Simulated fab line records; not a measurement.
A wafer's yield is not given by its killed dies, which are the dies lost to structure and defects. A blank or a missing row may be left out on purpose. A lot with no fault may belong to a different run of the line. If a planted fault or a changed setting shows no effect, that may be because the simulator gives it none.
Matching of chambers + flow sky130 + SKY_CAP2M_CVD_00 on pecvd-02 has 3 sister chambers
The step deposits SiO2, target thk 15.5 nm. 6 wafers are shown with their chamber, then 7 later ones without.

## WAFERS PAIRED WITH THEIR CHAMBERS
| wafer  | chamber | heater_power_w (W) |
|--------|---------|--------------------|
| L687.2 | 0       | 565                |
| L690.4 | 1       | 873                |
| L696.5 | 2       | 761                |
| L696.6 | 0       | 544                |
| L698.2 | 1       | 759                |
| L698.3 | 2       | 853                |

## WAFERS WITHOUT THEIR CHAMBER
| wafer  | heater_power_w (W) |
|--------|--------------------|
| L698.4 | 573                |
| L701.1 | 618                |
| L701.3 | 825                |
| L701.5 | 614                |
| L703.1 | 705                |
| L703.3 | 915                |
| L703.4 | 929                |

## THE CHAMBER EACH PASSED THROUGH
| wafer  | from the rows above          | in truth |
|--------|------------------------------|----------|
| L698.4 | 0                            | 0        |
| L701.1 | 0                            | 0        |
| L701.3 | can't be placed: 1 or 2      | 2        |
| L701.5 | 0                            | 0        |
| L703.1 | can't be placed: 2 or 1 or 0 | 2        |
| L703.3 | can't be placed: 1 or 2      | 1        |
| L703.4 | can't be placed: 1 or 2      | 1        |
3 of 7 placed correctly. Can't be placed from these rows: 4 (the true chamber is among the candidates in 4). Wrongly placed: 0.
How it was worked out, from the rows above alone: a wafer's distance from a chamber is the root of the sum, over the readings, of the square of ((its reading less the chamber's mean) divided by the reading's scatter). The wafer belongs to the nearest chamber; if the next one is less than 2 further off, it can't be placed. The mean given for a chamber averages the wafers shown for that chamber. How the scatter is found: for the shown wafers, subtract from each reading the mean of its chamber, square and add these, divide the total by (wafers less chambers), then take the root.
